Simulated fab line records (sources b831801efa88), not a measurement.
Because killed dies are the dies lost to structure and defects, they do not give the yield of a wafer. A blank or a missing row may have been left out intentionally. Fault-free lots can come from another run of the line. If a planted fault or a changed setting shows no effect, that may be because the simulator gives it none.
The tool behind it: which one? + flow sky130 + 12 lots, 36 wafers sampled, at 2 steps of a route of 708

## WHAT THE GAUGES SHOWED, per wafer
SKY_CAP2M_THK_MEAS_01.
| lot  | measured     | on            | CAP2M_CVD_00_THK (nm) |
|------|--------------|---------------|-----------------------|
| L580 | day 40 03:17 | film_metro-03 | 15.19 15.27 15.19     |
| L581 | day 41 07:43 | film_metro-02 | 15.46 15.30 15.81     |
| L583 | day 41 14:25 | film_metro-01 | 15.59 15.34 15.87     |
| L584 | day 42 00:04 | film_metro-03 | 15.23 15.01 15.62     |
| L585 | day 42 03:34 | film_metro-01 | 15.43 15.70 15.50     |
| L592 | day 43 16:16 | film_metro-01 | 15.31 15.65 15.45     |
| L591 | day 43 19:46 | film_metro-02 | 15.49 15.50 15.82     |
| L593 | day 44 01:35 | film_metro-02 | 15.53 15.64 15.54     |
| L595 | day 44 13:08 | film_metro-03 | 15.58 15.86 15.96     |
| L599 | day 45 16:08 | film_metro-02 | 15.32 15.69 15.48     |
| L600 | day 46 06:06 | film_metro-01 | 15.68 15.63 15.82     |
| L601 | day 46 10:55 | film_metro-01 | 15.53 15.85 15.85     |

## WHICH TOOL RAN EACH LOT (tool, then ch and the chambers of the sampled wafers, then the start)
| lot  | SKY_CAP2M_CVD_00                |
|------|---------------------------------|
| L580 | pecvd-04 ch 0,1,2, day 40 03:16 |
| L581 | pecvd-02 ch 0,2, day 41 07:41   |
| L583 | pecvd-04 ch 0,2, day 41 14:24   |
| L584 | pecvd-03 ch 0,2, day 42 00:02   |
| L585 | pecvd-04 ch 0,2, day 42 03:32   |
| L592 | pecvd-03 ch 0,1,2, day 43 16:14 |
| L591 | pecvd-04 ch 1,2, day 43 19:44   |
| L593 | pecvd-03 ch 0,2, day 44 01:34   |
| L595 | pecvd-02 ch 0,2, day 44 13:05   |
| L599 | pecvd-03 ch 1,2, day 45 16:06   |
| L600 | pecvd-02 ch 2, day 46 06:04     |
| L601 | pecvd-02 ch 0,2, day 46 10:53   |
- SKY_CAP2M_CVD_00: deposits SiO2, target thk 15.5 nm.

## AS READ BY THE TOOLS THEMSELVES (means over the sampled wafers that have a number; for cases with no such wafer, the mark the record gives instead)
SKY_CAP2M_CVD_00.
| lot  | tool     | heater_power_w (W) |
|------|----------|--------------------|
| L580 | pecvd-04 | 729                |
| L581 | pecvd-02 | 762                |
| L583 | pecvd-04 | 834                |
| L584 | pecvd-03 | 718                |
| L585 | pecvd-04 | 793                |
| L592 | pecvd-03 | 672                |
| L591 | pecvd-04 | 826                |
| L593 | pecvd-03 | 679                |
| L595 | pecvd-02 | 667                |
| L599 | pecvd-03 | 637                |
| L600 | pecvd-02 | 679                |
| L601 | pecvd-02 | 672                |

## THE ANSWER, worked out from the rows above alone
Rule: usual is defined by the lots themselves. The widest of any qualifying gaps counts: lots, ordered by their means at a reading, are off when they make up no more than a third of the lots, leave a main group of 4 or more, and stand apart from it by 3 or more times the standard deviation of that group's means. Not used: any main group whose means are identical at the precision the tables above print for the reading. A lot without any number at a reading at which 4 lots or more have one is off too. The other lots that the step has rows for count as sound. Order of review: gauges by route order, followed by the tools' own readings, for which a lot's mean as printed above is used. At the first step where some lot is off, the reading lying furthest off is the one used; lots without a number count as furthest.
None of the lots is off at any reading shown; this tells nothing.

## WHAT HAD BEEN PUT IN BY THE SIMULATOR
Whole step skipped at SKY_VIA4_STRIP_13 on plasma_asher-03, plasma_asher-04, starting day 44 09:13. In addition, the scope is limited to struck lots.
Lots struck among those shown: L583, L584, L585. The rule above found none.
